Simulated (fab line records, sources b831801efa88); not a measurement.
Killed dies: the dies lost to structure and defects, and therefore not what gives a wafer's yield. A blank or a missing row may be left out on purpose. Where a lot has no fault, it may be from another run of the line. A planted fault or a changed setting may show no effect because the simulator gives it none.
fab line records | flow sky130
[record] lots = 15 | wafers = 45 | last_day = 51
route steps=708 shown FIELD_ISO@16 PWDE@54 NWELL@78 VT_ADJUST_HVTP@95 VT_ADJUST_LVTN@115
lots untouched by any fault: they come from a run of this same line in which no faults occurred
start_h: the number of hours between the record's first day and the start of the first shown wafer of the lot | wait_h: hours from the lot's prior step to this one | " unchanged from the row above | L1.1+2: a row that stands for several wafers | - no value, or no start given | * or withheld: withheld | < > ~ a bound
route shown NAME@n: NAME is a module with steps in the file, n the number in the route of the first one | usual: mean/standard deviation taken from wafers without a fault | same: alike in all rows | chamber/n: place in a boat | sites: each site's reading | _std_site: the standard deviation of these | _edge_site: the outer-site mean with the inner-site mean subtracted | radius_mm: how far each site lies from the wafer's centre | mask NAME#n: copy n | behind: the last tool/chamber to shape the wafer | hold: reason for holding the lot/hours on hold/outcome of the hold | device: the transistor (n, p or np) that didn't switch | end of line: the route-end tests of the same wafers | for a step that has no rows: nothing shown but its recipe | killed: dies lost to structure and defects at the first sort, not the wafer's yield | map: a wafer's dies, marking killed ones x, the rest . and places with no die _
set.NAME: setting as actually run; set.NAME@STEP: the setting as run at that earlier step | model.NAME: the simulator's own value behind a step, which no gauge read
a sample of lots followed through the steps of the route, with each step as a table and each wafer as a row
services: the hour from which a tool's chamber was out of use, counted from the record's first day as start_h (under 0 if before that day), plus the number of hours and why
[[steps]]
[step SKY_FIELD_ISO_ETCH_15]
[recipe] chemistry = CHF3/O2 | target_depth_nm = 180 | stop_on = Si | source_w = 600 | bias_w = 200 | pressure_mtorr = 40 | chf3_flow_sccm = 50 | O2_flow_sccm = 5 | time_s = 72
[usual] drypump_motor_current_A = 5.5/0.47 | oes_product_au = 0.948/0.0069 | throttle_valve_pct = 8.844/0.01
lot.wafer | tool        | chamber | start_h | wait_h | drypump_motor_current_A | oes_product_au | rf_hours_counter_h | throttle_valve_pct
L769.1    | rie_diel-01 | 1       | 31.12   | 0.0    | 4.7                     | 0.947          | 54                 | 8.852
L769.3    | "           | 3       | "       | "      | 5.4                     | 0.949          | 117                | 8.837
L769.6    | "           | 2       | "       | "      | 5.9                     | 0.940          | -                  | 8.832
L771.1    | rie_diel-04 | 3       | 39.17   | 0.0    | 5.3                     | 0.947          | 76                 | 8.842
L771.3    | "           | 0       | "       | "      | 5.8                     | 0.950          | 40                 | 8.840
L771.5    | "           | 2       | "       | "      | 5.4                     | 0.952          | -                  | 8.850
L772.1    | rie_diel-01 | 2       | 45.23   | 0.0    | 5.9                     | 0.940          | 165                | 8.835
L772.2    | "           | 3       | "       | "      | 5.3                     | 0.945          | 118                | 8.845
L772.3    | "           | 1       | "       | "      | 4.6                     | 0.940          | 54                 | 8.840
L774.2    | rie_diel-01 | 2       | 54.23   | 0.0    | 5.8                     | 0.952          | 166                | 8.862
L774.5    | "           | 0       | "       | "      | 5.6                     | 0.946          | -                  | 8.844
L774.6    | "           | 1       | "       | "      | 4.7                     | 0.944          | -                  | 8.864
L775.2    | rie_diel-02 | 0       | 60.72   | 0.0    | 6.2                     | 0.943          | 110                | 8.834
L775.4    | "           | 1       | "       | "      | 5.6                     | 0.946          | 1                  | 8.837
L775.6    | "           | 1       | "       | "      | 5.6                     | 0.948          | -                  | 8.838
L777.2    | rie_diel-04 | 3       | 69.68   | 0.0    | 5.3                     | 0.948          | 77                 | 8.848
L777.4    | "           | 1       | "       | "      | 4.9                     | 0.951          | 120                | 8.858
L777.6    | "           | 1       | "       | "      | 4.9                     | 0.951          | -                  | 8.846
L778.1    | rie_diel-01 | 2       | 75.03   | 0.0    | 5.9                     | 0.961          | 166                | 8.852
L778.3    | "           | 0       | "       | "      | 5.6                     | 0.954          | 157                | 8.833
L778.5    | "           | 1       | "       | "      | 4.6                     | 0.947          | -                  | 8.853
L783.2    | rie_diel-01 | 1       | 103.68  | 0.0    | 4.6                     | 0.959          | 55                 | 8.848
L783.3    | "           | 3       | "       | "      | 5.3                     | 0.948          | 119                | 8.847
L783.5    | "           | 1       | "       | "      | 4.6                     | 0.963          | -                  | 8.856
L784.2    | rie_diel-01 | 0       | 107.42  | 0.0    | 5.6                     | 0.941          | 158                | 8.854
L784.3    | "           | 3       | "       | "      | 5.4                     | 0.957          | 119                | 8.824
L784.5    | "           | 1       | "       | "      | 4.7                     | 0.953          | -                  | 8.834
L785.1    | rie_diel-02 | 1       | 111.48  | 0.0    | 5.6                     | 0.946          | 2                  | 8.830
L785.2    | "           | 3       | "       | "      | 6.3                     | 0.947          | 83                 | 8.840
L785.6    | "           | 2       | "       | "      | 5.7                     | 0.940          | -                  | 8.845
L786.1    | rie_diel-02 | 3       | 117.28  | 0.0    | 6.3                     | 0.948          | 83                 | 8.831
L786.4    | "           | 2       | "       | "      | 5.7                     | 0.945          | 7                  | 8.854
L786.5    | "           | 1       | "       | "      | 5.6                     | 0.948          | -                  | 8.857
L787.3    | rie_diel-01 | 2       | 122.97  | 0.0    | 5.8                     | 0.955          | 0                  | 8.857
L787.4    | "           | 3       | "       | "      | 5.4                     | 0.953          | 119                | 8.853
L787.6    | "           | 2       | "       | "      | 5.8                     | 0.954          | -                  | 8.855
L789.1    | rie_diel-04 | 1       | 133.03  | 0.0    | 4.9                     | 0.949          | 122                | 8.850
L789.2    | "           | 2       | "       | "      | 5.4                     | 0.958          | 4                  | 8.839
L789.6    | "           | 0       | "       | "      | 5.8                     | 0.958          | -                  | 8.843
L790.1    | rie_diel-02 | 3       | 137.88  | 0.0    | 6.3                     | 0.936          | 83                 | 8.843
L790.4    | "           | 2       | "       | "      | 5.7                     | 0.939          | 7                  | 8.846
L790.5    | "           | 2       | "       | "      | 5.6                     | 0.958          | -                  | 8.838
L792.4    | rie_diel-02 | 2       | 147.52  | 0.0    | 5.6                     | 0.944          | 8                  | 8.829
L792.5    | "           | 3       | "       | "      | 6.3                     | 0.954          | -                  | 8.834
L792.6    | "           | 2       | "       | "      | 5.6                     | 0.964          | -                  | 8.835
[step SKY_PWDE_STRIP_09]
[recipe] chemistry = O2/N2 | power_w = 1400 | pressure_mtorr = 1500 | platen_temp_c = withheld | o2_flow_sccm = 3000 | n2_flow_sccm = 300 | overash_fraction = 0.5
[usual] chamber_pressure_mTorr = 1500.2/2 | drypump_motor_current_A = 5.3/0.48 | oes_product_au = 0.723/0.0043 | strip_time_to_endpoint_s = 36.91/0.093
lot.wafer | tool            | chamber | start_h | wait_h | chamber_pressure_mTorr | drypump_motor_current_A | oes_product_au | rf_hours_counter_h | strip_time_to_endpoint_s
L769.1    | plasma_asher-01 | 1       | 69.46   | 0.1    | 1501.6                 | 4.7                     | 0.717          | 37                 | 37.01
L769.3    | "               | 0       | "       | "      | 1501.5                 | 5.9                     | 0.725          | -                  | 37.00
L769.6    | "               | 1       | "       | "      | 1501.2                 | 4.6                     | 0.710          | -                  | 37.02
L771.1    | plasma_asher-01 | 0       | 79.31   | 0.1    | 1499.4                 | 5.9                     | 0.731          | 38                 | 36.89
L771.3    | "               | 1       | "       | "      | 1500.5                 | 4.7                     | 0.723          | -                  | 36.83
L771.5    | "               | 1       | "       | "      | 1500.5                 | 4.6                     | 0.724          | -                  | 36.99
L772.1    | plasma_asher-01 | 0       | 83.60   | 0.1    | 1499.9                 | 5.9                     | 0.729          | 39                 | 36.92
L772.2    | "               | 1       | "       | "      | 1499.8                 | 4.6                     | 0.719          | 39                 | 36.89
L772.3    | "               | 0       | "       | "      | 1498.3                 | 5.9                     | 0.726          | -                  | 36.79
L774.2    | plasma_asher-03 | 1       | 94.21   | 0.1    | 1501.0                 | 5.2                     | 0.721          | 40                 | 36.89
L774.5    | "               | 0       | "       | "      | 1501.1                 | 5.4                     | 0.719          | -                  | 36.97
L774.6    | "               | 1       | "       | "      | 1501.4                 | 5.2                     | 0.725          | -                  | 36.89
L775.2    | plasma_asher-01 | 1       | 104.70  | 0.1    | 1501.7                 | 4.6                     | 0.715          | 41                 | 36.83
L775.4    | "               | 0       | "       | "      | 1500.7                 | 5.9                     | 0.720          | -                  | 36.69
L775.6    | "               | 0       | "       | "      | 1500.6                 | 5.9                     | 0.718          | -                  | 36.74
L777.2    | plasma_asher-02 | 1       | 117.25  | 0.1    | 1501.2                 | 5.4                     | 0.727          | 31                 | 36.88
L777.4    | "               | 1       | "       | "      | 1500.3                 | 5.4                     | 0.730          | -                  | 36.89
L777.6    | "               | 0       | "       | "      | 1498.5                 | 5.1                     | 0.725          | -                  | 36.92
L778.1    | plasma_asher-01 | 0       | 121.00  | 0.1    | 1499.7                 | 5.9                     | 0.719          | 0                  | 36.73
L778.3    | "               | 1       | "       | "      | 1500.8                 | 4.6                     | 0.718          | -                  | 36.77
L778.5    | "               | 0       | "       | "      | 1501.2                 | 5.9                     | 0.721          | -                  | 36.75
L783.2    | plasma_asher-03 | 1       | 146.70  | 0.1    | 1499.6                 | 5.2                     | 0.721          | 45                 | 36.96
L783.3    | "               | 1       | "       | "      | 1498.9                 | 5.2                     | 0.727          | -                  | 36.98
L783.5    | "               | 0       | "       | "      | 1514.3                 | 5.4                     | 0.722          | -                  | 36.91
L784.2    | plasma_asher-01 | 1       | 154.15  | 0.1    | 1499.6                 | 4.7                     | 0.724          | 3                  | 36.80
L784.3    | "               | 1       | "       | "      | 1500.8                 | 4.7                     | 0.723          | -                  | 36.94
L784.5    | "               | 0       | "       | "      | 1498.7                 | 6.0                     | 0.730          | -                  | 36.84
L785.1    | plasma_asher-01 | 1       | 154.70  | 0.1    | 1497.2                 | 4.7                     | 0.725          | 3                  | 36.89
L785.2    | "               | 0       | "       | "      | 1501.0                 | 5.9                     | 0.724          | 3                  | 36.88
L785.6    | "               | 0       | "       | "      | 1497.6                 | 5.9                     | 0.721          | -                  | 36.74
L786.1    | plasma_asher-01 | 0       | 160.76  | 0.1    | 1501.3                 | 5.9                     | 0.726          | 4                  | 36.90
L786.4    | "               | 1       | "       | "      | 1500.2                 | 4.7                     | 0.718          | -                  | 37.00
L786.5    | "               | 1       | "       | "      | 1498.8                 | 4.7                     | 0.725          | -                  | 36.94
L787.3    | plasma_asher-01 | 1       | 166.84  | 0.1    | 1499.7                 | 4.7                     | 0.724          | -                  | 36.88
L787.4    | "               | 0       | "       | "      | 1499.8                 | 5.9                     | 0.728          | -                  | 37.06
L787.6    | "               | 0       | "       | "      | 1500.9                 | 5.9                     | 0.720          | -                  | 36.89
L789.1    | plasma_asher-02 | 1       | 192.31  | 0.1    | 1500.3                 | 5.4                     | 0.722          | 38                 | 36.99
L789.2    | "               | 0       | "       | "      | 1502.3                 | 5.1                     | 0.726          | 38                 | 36.92
L789.6    | "               | 0       | "       | "      | 1511.3                 | 5.1                     | 0.726          | -                  | 36.83
L790.1    | plasma_asher-02 | 0       | 197.40  | 0.1    | 1501.2                 | 5.1                     | 0.717          | 39                 | 36.97
L790.4    | "               | 1       | "       | "      | 1499.3                 | 5.4                     | 0.721          | -                  | 37.08
L790.5    | "               | 0       | "       | "      | 1500.4                 | 5.0                     | 0.718          | -                  | 36.90
L792.4    | plasma_asher-01 | 1       | 204.73  | 0.1    | 1499.2                 | 4.6                     | 0.729          | -                  | 36.86
L792.5    | "               | 1       | "       | "      | 1499.9                 | 4.6                     | 0.722          | -                  | 36.92
L792.6    | "               | 0       | "       | "      | 1501.2                 | 5.9                     | 0.723          | -                  | 37.04
[step SKY_NWELL_STRIP_25]
[recipe] chemistry = O2/N2 | power_w = 1400 | pressure_mtorr = 1500 | platen_temp_c = withheld | o2_flow_sccm = 3000 | n2_flow_sccm = 300 | overash_fraction = 0.5
[usual] chamber_pressure_mTorr = 1499.9/1.5 | drypump_motor_current_A = 5.2/0.38 | oes_product_au = 0.722/0.0045 | strip_time_to_endpoint_s = 37.01/0.11
lot.wafer | tool            | chamber | start_h | wait_h | chamber_pressure_mTorr | drypump_motor_current_A | oes_product_au | rf_hours_counter_h | strip_time_to_endpoint_s
L769.1    | plasma_asher-01 | 1       | 103.35  | 0.1    | 1499.4                 | 4.6                     | 0.722          | 41                 | 36.99
L769.3    | "               | 0       | "       | "      | 1497.0                 | 5.9                     | 0.721          | -                  | 37.05
L769.6    | "               | 0       | "       | "      | 1500.0                 | 5.9                     | 0.714          | -                  | 36.98
L771.1    | plasma_asher-02 | 1       | 114.85  | 0.1    | 1499.6                 | 5.4                     | 0.726          | 31                 | 36.98
L771.3    | "               | 1       | "       | "      | 1499.2                 | 5.4                     | 0.719          | -                  | 36.88
L771.5    | "               | 1       | "       | "      | 1501.2                 | 5.4                     | 0.726          | -                  | 37.09
L772.1    | plasma_asher-01 | 1       | 117.95  | 0.1    | 1501.8                 | 4.7                     | 0.722          | 0                  | 37.01
L772.2    | "               | 0       | "       | "      | 1500.8                 | 5.9                     | 0.719          | 0                  | 36.97
L772.3    | "               | 0       | "       | "      | 1501.3                 | 5.9                     | 0.721          | -                  | 36.87
L774.2    | plasma_asher-02 | 0       | 130.80  | 0.1    | 1499.4                 | 5.1                     | 0.727          | 32                 | 37.08
L774.5    | "               | 0       | "       | "      | 1496.8                 | 5.1                     | 0.720          | -                  | 37.01
L774.6    | "               | 1       | "       | "      | 1499.5                 | 5.4                     | 0.722          | -                  | 37.02
L775.2    | plasma_asher-02 | 1       | 142.60  | 0.1    | 1499.5                 | 5.4                     | 0.725          | 34                 | 37.12
L775.4    | "               | 0       | "       | "      | 1498.9                 | 5.1                     | 0.726          | -                  | 37.10
L775.6    | "               | 0       | "       | "      | 1495.9                 | 5.0                     | 0.725          | -                  | 36.99
L777.2    | plasma_asher-04 | 0       | 155.45  | 0.1    | 1498.0                 | 4.9                     | 0.729          | 46                 | 36.91
L777.4    | "               | 1       | "       | "      | 1500.7                 | 5.2                     | 0.735          | -                  | 36.96
L777.6    | "               | 0       | "       | "      | 1499.7                 | 4.9                     | 0.721          | -                  | 36.83
L778.1    | plasma_asher-04 | 1       | 159.10  | 0.2    | 1501.1                 | 5.2                     | 0.733          | 46                 | 36.91
L778.3    | "               | 0       | "       | "      | 1499.2                 | 4.9                     | 0.724          | -                  | 36.92
L778.5    | "               | 1       | "       | "      | 1500.1                 | 5.2                     | 0.724          | -                  | 36.79
L783.2    | plasma_asher-01 | 0       | 185.90  | 0.1    | -                      | -                       | -              | -                  | -
L783.3    | "               | 0       | "       | "      | -                      | -                       | -              | -                  | -
L783.5    | "               | 0       | "       | "      | -                      | -                       | -              | -                  | -
L784.2    | plasma_asher-02 | 0       | 194.95  | 0.1    | -                      | -                       | -              | -                  | -
L784.3    | "               | 0       | "       | "      | -                      | -                       | -              | -                  | -
L784.5    | "               | 1       | "       | "      | -                      | -                       | -              | -                  | -
L785.1    | plasma_asher-04 | 0       | 195.90  | 0.1    | -                      | -                       | -              | -                  | -
L785.2    | "               | 1       | "       | "      | -                      | -                       | -              | -                  | -
L785.6    | "               | 0       | "       | "      | -                      | -                       | -              | -                  | -
L786.1    | plasma_asher-04 | 0       | 201.60  | 0.1    | 1495.4                 | 4.9                     | 0.721          | 50                 | 37.18
L786.4    | "               | 0       | "       | "      | 1499.0                 | 4.9                     | 0.717          | -                  | 37.13
L786.5    | "               | 0       | "       | "      | 1498.2                 | 4.9                     | 0.730          | -                  | 37.12
L787.3    | plasma_asher-01 | 1       | 208.53  | 0.1    | 1500.8                 | 4.7                     | 0.728          | -                  | 37.08
L787.4    | "               | 0       | "       | "      | 1500.5                 | 5.9                     | 0.711          | -                  | 37.18
L787.6    | "               | 0       | "       | "      | 1499.4                 | 5.9                     | 0.729          | -                  | 37.27
L789.1    | plasma_asher-02 | 1       | 237.80  | 0.1    | 1503.7                 | 5.4                     | 0.723          | 43                 | 37.00
L789.2    | "               | 0       | "       | "      | 1502.0                 | 5.1                     | 0.721          | 43                 | 37.12
L789.6    | "               | 0       | "       | "      | 1500.0                 | 5.0                     | 0.728          | -                  | 37.05
L790.1    | plasma_asher-04 | 0       | 242.60  | 0.1    | 1499.7                 | 4.9                     | 0.726          | 54                 | 37.06
L790.4    | "               | 1       | "       | "      | 1501.5                 | 5.2                     | 0.716          | -                  | 37.09
L790.5    | "               | 0       | "       | "      | 1499.5                 | 4.9                     | 0.726          | -                  | 37.04
L792.4    | plasma_asher-01 | 1       | 250.59  | 0.1    | 1499.8                 | 4.6                     | 0.725          | -                  | 37.00
L792.5    | "               | 0       | "       | "      | 1501.4                 | 5.9                     | 0.718          | -                  | 36.87
L792.6    | "               | 1       | "       | "      | 1501.5                 | 4.6                     | 0.724          | -                  | 36.93
[step SKY_VT_ADJUST_HVTP_STRIP_10]
[recipe] chemistry = O2/N2 | power_w = 1400 | pressure_mtorr = 1500 | platen_temp_c = withheld | o2_flow_sccm = 3000 | n2_flow_sccm = 300 | overash_fraction = 0.5
[usual] chamber_pressure_mTorr = 1500.2/1.4 | drypump_motor_current_A = 5.19/0.17 | oes_product_au = 0.716/0.0045 | strip_time_to_endpoint_s = 14.18/0.038
lot.wafer | tool            | chamber | start_h | wait_h | chamber_pressure_mTorr | drypump_motor_current_A | oes_product_au | rf_hours_counter_h | strip_time_to_endpoint_s
L769.1    | plasma_asher-04 | 0       | 122.07  | 0.1    | 1497.5                 | 4.93                    | 0.718          | 43                 | 14.10
L769.3    | "               | 0       | "       | "      | 1500.2                 | 4.92                    | 0.712          | -                  | 14.16
L769.6    | "               | 0       | "       | "      | 1500.9                 | 4.93                    | 0.716          | -                  | 14.13
L771.1    | plasma_asher-03 | 0       | 134.62  | 0.1    | 1500.3                 | 5.39                    | 0.718          | 44                 | 14.18
L771.3    | "               | 0       | "       | "      | 1499.3                 | 5.38                    | 0.726          | -                  | 14.19
L771.5    | "               | 1       | "       | "      | 1500.3                 | 5.20                    | 0.714          | -                  | 14.19
L772.1    | plasma_asher-02 | 0       | 137.77  | 0.1    | 1500.7                 | 5.10                    | 0.719          | 33                 | 14.21
L772.2    | "               | 1       | "       | "      | 1497.1                 | 5.41                    | 0.711          | 33                 | 14.16
L772.3    | "               | 0       | "       | "      | 1498.8                 | 5.13                    | 0.714          | -                  | 14.19
L774.2    | plasma_asher-03 | 0       | 149.77  | 0.1    | 1500.7                 | 5.40                    | 0.718          | 45                 | 14.23
L774.5    | "               | 0       | "       | "      | 1501.6                 | 5.41                    | 0.716          | -                  | 14.21
L774.6    | "               | 1       | "       | "      | 1499.4                 | 5.19                    | 0.719          | -                  | 14.22
L775.2    | plasma_asher-04 | 0       | 161.67  | 0.1    | 1498.9                 | 4.91                    | 0.723          | 46                 | 14.24
L775.4    | "               | 1       | "       | "      | 1503.3                 | 5.20                    | 0.715          | -                  | 14.18
L775.6    | "               | 1       | "       | "      | 1498.1                 | 5.19                    | 0.714          | -                  | 14.21
L777.2    | plasma_asher-02 | 0       | 175.33  | 0.1    | 1498.0                 | 5.09                    | 0.710          | 37                 | 14.08
L777.4    | "               | 1       | "       | "      | 1500.2                 | 5.40                    | 0.717          | -                  | 14.11
L777.6    | "               | 0       | "       | "      | 1500.0                 | 5.10                    | 0.719          | -                  | 14.11
L778.1    | plasma_asher-03 | 1       | 178.33  | 0.1    | 1501.1                 | 5.19                    | 0.712          | 48                 | 14.22
L778.3    | "               | 0       | "       | "      | 1499.9                 | 5.43                    | 0.721          | -                  | 14.25
L778.5    | "               | 1       | "       | "      | 1499.5                 | 5.20                    | 0.717          | -                  | 14.24
L783.2    | plasma_asher-04 | 0       | 207.88  | 0.1    | 1499.6                 | 4.93                    | 0.728          | 51                 | 58.66
L783.3    | "               | 0       | "       | "      | 1501.3                 | 4.91                    | 0.727          | -                  | 58.89
L783.5    | "               | 0       | "       | "      | 1498.9                 | 4.90                    | 0.723          | -                  | 58.64
L784.2    | plasma_asher-02 | 0       | 217.43  | 0.1    | 1500.3                 | 5.10                    | 0.729          | 41                 | 58.88
L784.3    | "               | 0       | "       | "      | 1501.4                 | 5.09                    | 0.723          | -                  | 58.92
L784.5    | "               | 1       | "       | "      | 1499.5                 | 5.40                    | 0.737          | -                  | 58.95
L785.1    | plasma_asher-02 | 0       | 218.62  | 0.1    | 1500.3                 | 5.11                    | 0.733          | 41                 | 58.74
L785.2    | "               | 1       | "       | "      | 1498.0                 | 5.40                    | 0.736          | 41                 | 58.91
L785.6    | "               | 1       | "       | "      | 1500.4                 | 5.40                    | 0.734          | -                  | 58.87
L786.1    | plasma_asher-03 | 0       | 224.92  | 0.1    | 1500.1                 | 5.41                    | 0.714          | 53                 | 14.17
L786.4    | "               | 1       | "       | "      | 1499.0                 | 5.19                    | 0.718          | -                  | 14.18
L786.5    | "               | 1       | "       | "      | 1498.4                 | 5.18                    | 0.715          | -                  | 14.14
L787.3    | plasma_asher-02 | 0       | 231.81  | 0.1    | 1499.8                 | 5.06                    | 0.708          | -                  | 14.13
L787.4    | "               | 1       | "       | "      | 1497.5                 | 5.42                    | 0.721          | -                  | 14.16
L787.6    | "               | 1       | "       | "      | 1501.3                 | 5.43                    | 0.714          | -                  | 14.09
L789.1    | plasma_asher-03 | 1       | 261.17  | 0.1    | 1498.5                 | 5.19                    | 0.706          | 55                 | 14.26
L789.2    | "               | 0       | "       | "      | 1498.8                 | 5.40                    | 0.711          | 55                 | 14.24
L789.6    | "               | 0       | "       | "      | 1500.6                 | 5.39                    | 0.716          | -                  | 14.21
L790.1    | plasma_asher-04 | 0       | 266.47  | 0.1    | 1500.7                 | 4.94                    | 0.716          | 57                 | 14.17
L790.4    | "               | 0       | "       | "      | 1499.1                 | 4.92                    | 0.716          | -                  | 14.15
L790.5    | "               | 1       | "       | "      | 1500.0                 | 5.19                    | 0.716          | -                  | 14.24
L792.4    | plasma_asher-04 | 0       | 275.81  | 0.1    | 1503.2                 | 4.93                    | 0.711          | -                  | 14.13
L792.5    | "               | 0       | "       | "      | 1501.0                 | 4.92                    | 0.728          | -                  | 14.15
L792.6    | "               | 1       | "       | "      | 1500.0                 | 5.18                    | 0.707          | -                  | 14.17
[step SKY_VT_ADJUST_HVTP_TW_MEAS_11]
[usual] VT_ADJUST_HVTP_TW = 1356/11
lot.wafer | tool          | chamber | start_h | wait_h | VT_ADJUST_HVTP_TW
L769.1    | film_metro-02 | -       | 122.17  | 0.1    | 1334
L769.3    | "             | -       | "       | "      | 1333
L769.6    | "             | -       | "       | "      | 1330
L771.1    | film_metro-02 | -       | 134.72  | 0.1    | 1333
L771.3    | "             | -       | "       | "      | 1340
L771.5    | "             | -       | "       | "      | 1340
L772.1    | film_metro-04 | -       | 137.87  | 0.1    | 1345
L772.2    | "             | -       | "       | "      | 1347
L772.3    | "             | -       | "       | "      | 1347
L774.2    | film_metro-02 | -       | 149.88  | 0.1    | 1335
L774.5    | "             | -       | "       | "      | 1340
L774.6    | "             | -       | "       | "      | 1333
L775.2    | film_metro-04 | -       | 161.78  | 0.1    | 1357
L775.4    | "             | -       | "       | "      | 1350
L775.6    | "             | -       | "       | "      | 1359
L777.2    | film_metro-03 | -       | 175.44  | 0.1    | 1372
L777.4    | "             | -       | "       | "      | 1370
L777.6    | "             | -       | "       | "      | 1374
L778.1    | film_metro-02 | -       | 178.43  | 0.1    | 1365
L778.3    | "             | -       | "       | "      | 1364
L778.5    | "             | -       | "       | "      | 1359
L783.2    | film_metro-04 | -       | 207.99  | 0.1    | 30
L783.3    | "             | -       | "       | "      | 30
L783.5    | "             | -       | "       | "      | 30
L784.2    | film_metro-04 | -       | 217.54  | 0.1    | 30
L784.3    | "             | -       | "       | "      | 30
L784.5    | "             | -       | "       | "      | 30
L785.1    | film_metro-02 | -       | 218.72  | 0.1    | 30
L785.2    | "             | -       | "       | "      | 30
L785.6    | "             | -       | "       | "      | 30
L786.1    | film_metro-02 | -       | 225.02  | 0.1    | 1358
L786.4    | "             | -       | "       | "      | 1357
L786.5    | "             | -       | "       | "      | 1364
L787.3    | film_metro-03 | -       | 231.89  | 0.1    | 1368
L787.4    | "             | -       | "       | "      | 1366
L787.6    | "             | -       | "       | "      | 1365
L789.1    | film_metro-02 | -       | 261.27  | 0.1    | 1357
L789.2    | "             | -       | "       | "      | 1339
L789.6    | "             | -       | "       | "      | 1339
L790.1    | film_metro-04 | -       | 266.57  | 0.1    | 1364
L790.4    | "             | -       | "       | "      | 1370
L790.5    | "             | -       | "       | "      | 1363
L792.4    | film_metro-04 | -       | 275.90  | 0.1    | 1359
L792.5    | "             | -       | "       | "      | 1357
L792.6    | "             | -       | "       | "      | 1358
[step SKY_VT_ADJUST_LVTN_OVL_MEAS_18]
[usual] VT_ADJUST_LVTN_01_OVL = 0.2/1.2
lot.wafer | tool       | chamber | start_h | wait_h | VT_ADJUST_LVTN_01_OVL[nm]
L769.1    | overlay-01 | -       | 159.16  | 0.1    | 0.0
L769.3    | "          | -       | "       | "      | -0.4
L769.6    | "          | -       | "       | "      | 0.8
L771.1    | overlay-01 | -       | 171.91  | 0.1    | 0.0
L771.3    | "          | -       | "       | "      | -1.3
L771.5    | "          | -       | "       | "      | -1.1
L772.1    | overlay-01 | -       | 175.32  | 0.1    | 0.2
L772.2    | "          | -       | "       | "      | 0.8
L772.3    | "          | -       | "       | "      | 1.9
L774.2    | overlay-02 | -       | 187.77  | 0.1    | -0.8
L774.5    | "          | -       | "       | "      | -1.7
L774.6    | "          | -       | "       | "      | -1.4
L775.2    | overlay-01 | -       | 202.32  | 0.1    | 0.0
L775.4    | "          | -       | "       | "      | 0.5
L775.6    | "          | -       | "       | "      | 1.4
L777.2    | overlay-02 | -       | 218.33  | 0.1    | 0.7
L777.4    | "          | -       | "       | "      | 1.2
L777.6    | "          | -       | "       | "      | 1.2
L778.1    | overlay-01 | -       | 221.11  | 0.1    | -0.6
L778.3    | "          | -       | "       | "      | 0.0
L778.5    | "          | -       | "       | "      | 1.7
L783.2    | overlay-02 | -       | 253.12  | 0.1    | 0.3
L783.3    | "          | -       | "       | "      | -0.2
L783.5    | "          | -       | "       | "      | -1.3
L784.2    | overlay-02 | -       | 264.12  | 0.1    | -2.5
L784.3    | "          | -       | "       | "      | 1.9
L784.5    | "          | -       | "       | "      | -0.2
L785.1    | overlay-02 | -       | 264.41  | 0.1    | 1.1
L785.2    | "          | -       | "       | "      | 0.6
L785.6    | "          | -       | "       | "      | 0.7
L786.1    | overlay-02 | -       | 272.36  | 0.1    | -0.9
L786.4    | "          | -       | "       | "      | -1.3
L786.5    | "          | -       | "       | "      | 0.0
L787.3    | overlay-02 | -       | 279.08  | 0.1    | -1.5
L787.4    | "          | -       | "       | "      | 0.9
L787.6    | "          | -       | "       | "      | 1.4
L789.1    | overlay-01 | -       | 312.11  | 0.1    | -0.9
L789.2    | "          | -       | "       | "      | -1.1
L789.6    | "          | -       | "       | "      | -0.2
L790.1    | overlay-02 | -       | 318.32  | 0.1    | 1.6
L790.4    | "          | -       | "       | "      | 2.3
L790.5    | "          | -       | "       | "      | 1.5
L792.4    | overlay-02 | -       | 328.28  | 0.1    | 1.3
L792.5    | "          | -       | "       | "      | 1.8
L792.6    | "          | -       | "       | "      | 2.6
[[services]]
tool            | chamber | start_h | hours | kind
rie_diel-02     | 1       | 20.87   | 9.5   | repair
plasma_asher-03 | -       | 50.73   | 7.7   | repair
rie_diel-02     | 0       | 84.42   | 7.7   | repair
rie_diel-01     | -       | 88.71   | 2.8   | pm
rie_diel-01     | 2       | 92.47   | -     | clean
rie_diel-01     | 2       | 92.47   | 18.5  | scheduled_down
rie_diel-01     | 2       | 92.47   | 18.5  | vent_cycle
plasma_asher-04 | -       | 105.34  | 0.3   | repair
plasma_asher-01 | -       | 108.75  | 9.0   | pm
plasma_asher-01 | 0       | 108.75  | 9.0   | vent_cycle
plasma_asher-01 | 1       | 108.75  | 9.0   | vent_cycle
plasma_asher-01 | 0       | 117.75  | -     | clean
plasma_asher-01 | 1       | 117.75  | -     | clean
plasma_asher-04 | -       | 126.24  | 2.8   | pm
rie_diel-01     | 0       | 133.44  | -     | clean
rie_diel-01     | 0       | 133.44  | 16.9  | scheduled_down
plasma_asher-01 | -       | 144.23  | 0.8   | repair
rie_diel-04     | 2       | 191.09  | 14.5  | repair
rie_diel-02     | 2       | 205.48  | 1.4   | repair
rie_diel-01     | 2       | 219.26  | 3.0   | repair
plasma_asher-03 | -       | 245.79  | 7.7   | repair
plasma_asher-03 | -       | 246.16  | 3.6   | repair
rie_diel-01     | 1       | 246.60  | 14.9  | repair
rie_diel-02     | 1       | 256.01  | 26.2  | repair
[[key]]
[first_sign] step = SKY_NWELL_STRIP_25 | reading = tool_record | direction = missing
[effect] step = SKY_VT_ADJUST_HVTP_STRIP_10 | reading = strip_time_to_endpoint_s | direction = up | sigmas = 99+ | usual = * | struck = *
[effect] step = SKY_VT_ADJUST_HVTP_TW_MEAS_11 | reading = VT_ADJUST_HVTP_TW | direction = down | sigmas = 99+ | usual = 1356 | struck = 30
met_at SKY_NWELL_STRIP_25
struck_lots L783,L784,L785
sort_left_out L783.2,L783.3,L783.5,L784.2,L784.3,L784.5,L785.1,L785.2,L785.6
tester_left_out L783,L784,L785
not_acting_at SKY_FIELD_ISO_ETCH_15,SKY_PWDE_STRIP_09,SKY_VT_ADJUST_LVTN_OVL_MEAS_18
onset_between 159.10 185.90
[fault] kind = skipped_step_whole | tool = plasma_asher-01,plasma_asher-02,plasma_asher-04 | chamber = - | onset_h = 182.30 | steps = SKY_NWELL_STRIP_25 | scope = struck_lots_only
// tester_left_out: of these lots the tester's yield and bins aren't shown, on N5 and GAA mostly nor the transistor test; their killed dies are dies lost to structure and defects alone, not to doping, threshold or leakage, so they don't give the yield
// sort_left_out: the simulated sort isn't trusted on such a fault, so these wafers' sort isn't shown, and their yield isn't known
